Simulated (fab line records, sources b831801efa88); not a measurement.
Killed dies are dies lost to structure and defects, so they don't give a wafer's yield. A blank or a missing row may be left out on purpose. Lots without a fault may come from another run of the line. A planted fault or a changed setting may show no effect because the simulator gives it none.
Chamber matching | flow gf180mcu | GF_PASSIVATION_CVD_02 on pecvd-04: 3 sister chambers
The step deposits Si3N4, target thk 700 nm, time 486.18 s. 24 wafers are shown with their chamber, then 12 later ones without.

WAFERS WITH THEIR CHAMBER
wafer  | chamber | heater_power_w (W)
L074.3 | 0       | 828
L074.4 | 0       | 849
L074.6 | 2       | 718
L077.3 | 2       | 649
L077.5 | 0       | 692
L077.6 | 1       | 790
L080.2 | 2       | 669
L080.3 | 0       | 827
L080.4 | 2       | 706
L081.1 | 2       | 736
L081.5 | 1       | 776
L081.6 | 0       | 772
L082.2 | 1       | 765
L082.3 | 0       | 767
L082.5 | 1       | 800
L087.1 | 0       | 746
L087.2 | 1       | 751
L087.6 | 1       | 783
L089.2 | 2       | 720
L089.3 | 1       | 682
L089.5 | 1       | 728
L090.1 | 0       | 774
L090.4 | 1       | 796
L090.6 | 0       | 829

SIGNATURES (means of the wafers above)
reading        | chamber 0 | chamber 1 | chamber 2 | scatter within a chamber
heater_power_w | 787.11    | 763.44    | 699.67    | 42.4
Rule: a wafer's distance from a chamber is the root of the sum, over the readings, of the square of ((its reading less the chamber's mean) divided by the reading's scatter). The wafer belongs to the nearest chamber; if the next one is less than 2 further off, it can't be placed. The scatter: the root of (the sum of the squares of (reading less its chamber's mean) over the shown wafers, divided by (wafers less chambers)).

WAFERS WITHOUT THEIR CHAMBER
wafer  | heater_power_w (W)
L091.1 | 768
L091.4 | 764
L091.6 | 640
L092.2 | 759
L092.4 | 787
L092.6 | 604
L093.1 | 683
L093.3 | 788
L093.4 | 618
L094.1 | 734
L094.2 | 660
L094.5 | 760

WHICH CHAMBER EACH WENT THROUGH
wafer  | from the rows above          | in truth
L091.1 | can't be placed: 1 or 0 or 2 | 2
L091.4 | can't be placed: 1 or 0 or 2 | 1
L091.6 | can't be placed: 2 or 1      | 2
L092.2 | can't be placed: 1 or 0 or 2 | 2
L092.4 | can't be placed: 0 or 1      | 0
L092.6 | can't be placed: 2 or 1      | 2
L093.1 | can't be placed: 2 or 1      | 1
L093.3 | can't be placed: 0 or 1      | 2
L093.4 | can't be placed: 2 or 1      | 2
L094.1 | can't be placed: 1 or 2 or 0 | 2
L094.2 | can't be placed: 2 or 1      | 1
L094.5 | can't be placed: 1 or 0 or 2 | 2
Placed correctly: 0 of 12. Can't be placed from these rows: 12 (the true chamber is among the candidates in 11). Placed wrongly: 0.
